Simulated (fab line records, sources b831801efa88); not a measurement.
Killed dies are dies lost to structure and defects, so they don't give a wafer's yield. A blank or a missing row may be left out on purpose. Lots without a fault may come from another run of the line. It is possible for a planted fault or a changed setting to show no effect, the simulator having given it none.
Comparing a struck lot with a sound one -- flow gf180mcu -- 23 steps out of a route of 602
Sound: wafers L535.3, L535.5, L535.6. The struck wafers were L551.1, L551.2, L551.6. The cause is named last.
Per side, at each step with rows, come the tool, then ch with its chambers, and then its first start. Under that, the readings that differ: sound wafers -- struck wafers -- difference of the means -- sigmas: that difference in standard deviations of wafers without a fault.
alike: readings whose means differ by less than 2 such deviations, and words and numbers that are the same on both sides. not compared: withheld readings, readings that some wafer has no value for, bounds like >300 that may hide the same value, and numbers for which the record gives no deviation and whose values overlap.
The two part at a step that has a row with sigmas, a row that says differs or no value, or rows on one side only. Numbers that don't overlap but have no deviation are shown without sigmas and don't part them. A reading that every wafer of one side lacks parts them only if that side has two wafers or more.

first, 5 steps without rows for these wafers: GF_HV_LDD_COAT_02 (resist thk 1000 nm); GF_HV_LDD_SOFTBAKE_03 (time 60 s); GF_HV_LDD_EXPOSE_04 (exposes mask Nplus LV AREA, target cd 400 nm); GF_HV_LDD_PEB_05; GF_HV_LDD_DEVELOP_06 (develop time 60 s).
GF_HV_LDD_CD_MEAS_07 targets a cd of 400 nm.
  struck on cd sem-01, day 17 05:08; sound on cd sem-01, day 12 08:42
  alike: cd nm
GF_HV_LDD_OVL_MEAS_08:
  struck on overlay-02, day 17 05:16; sound on overlay-02, day 12 08:48
  alike: HV_LDD_OVL
then, 1 step without rows for these wafers: GF_HV_LDD_IMPLANT_09.
GF_HV_LDD_STRIP_10: strips in O2/N2.
  sound on plasma asher-03 ch 0,1, day 12 09:00; struck on plasma asher-02 ch 0,1, day 17 05:26
reading,sound,struck,difference,sigmas
strip time to endpoint s (s),12.59 12.60 12.55,12.67 12.67 12.66,+0.09,+3
  alike: drypump motor current A, heater power w, oes product au
  not compared: rf hours counter h
GF_HV_LDD_TW_MEAS_11:
  struck on film metro-01, day 17 05:32; sound on film metro-02, day 12 09:05
reading,sound,struck,difference,sigmas
HV_LDD_TW,2422 2418 2413,2396 2392 2381,-28,-2
then, 2 steps without rows for these wafers: GF_HV_LDD_DEHYDRATE_12 (time 60 s); GF_HV_LDD_HMDS_13 (prime time 60 s).
GF_HV_LDD_COAT_14: resist thk 1000 nm.
  sound on litho track-02 ch 0, day 12 18:35; struck on litho track-01 ch 0, day 17 17:01
reading,sound,struck,difference,sigmas
spin speed rpm (rpm),2997.7 2997.2 2999.4,3192.4 3189.4 3191.2,+192.9,+96
model.NOVOLAK_of_HV_LDD_COAT_14.thk nm (nm),997.3 994.7 996.7,974 975.3 974.7,-22,
  alike: exhaust pa
then, 3 steps without rows for these wafers: GF_HV_LDD_SOFTBAKE_15 (time 60 s); GF_HV_LDD_EXPOSE_16 (exposes mask Pplus LV AREA, target cd 400 nm); GF_HV_LDD_PEB_17.
GF_HV_LDD_DEVELOP_18: develop time 60 s.
  sound on litho track-02 ch 0, day 13 04:56; struck on litho track-01 ch 0, day 18 04:58
reading,sound,struck,difference,sigmas
model.NOVOLAK_of_HV_LDD_COAT_14.thk nm (nm),996.9 994.3 996.3,973.6 974.9 974.3,-21.6,
  alike: exhaust pa
GF_HV_LDD_CD_MEAS_19 targets a cd of 400 nm.
  struck on cd sem-01, day 18 05:11; sound on cd sem-01, day 13 05:04
reading,sound,struck,difference,sigmas
cd nm (nm),401.7 397.9 401.1,405.0 405.1 407.0,+5.5,+2
GF_HV_LDD_OVL_MEAS_20:
  struck on overlay-01, day 18 05:19; sound on overlay-01, day 13 05:10
  alike: HV_LDD_01_OVL
then, 1 step without rows for these wafers: GF_HV_LDD_IMPLANT_21.
GF_HV_LDD_STRIP_22: strips in O2/N2.
  sound on plasma asher-02 ch 0,1, day 13 05:22; struck on plasma asher-04 ch 0,1, day 18 05:30
reading,sound,struck,difference,sigmas
strip time to endpoint s (s),12.59 12.55 12.57,12.33 12.35 12.33,-0.23,-5
  alike: drypump motor current A, heater power w, oes product au
  not compared: rf hours counter h
GF_HV_LDD_TW_MEAS_23:
  struck on film metro-04, day 18 05:36; sound on film metro-01, day 13 05:28
  alike: HV_LDD_2_TW
GF_PASSIVATION_PROBE_99:
  the record has rows for the sound wafers here (prober-02, day 31 12:28) and none for the struck ones

== WHERE THEY PART ==
Last at GF_PASSIVATION_PROBE_99 as far as this record goes, first at GF_HV_LDD_STRIP_10.

WHY: the cause the simulator had injected
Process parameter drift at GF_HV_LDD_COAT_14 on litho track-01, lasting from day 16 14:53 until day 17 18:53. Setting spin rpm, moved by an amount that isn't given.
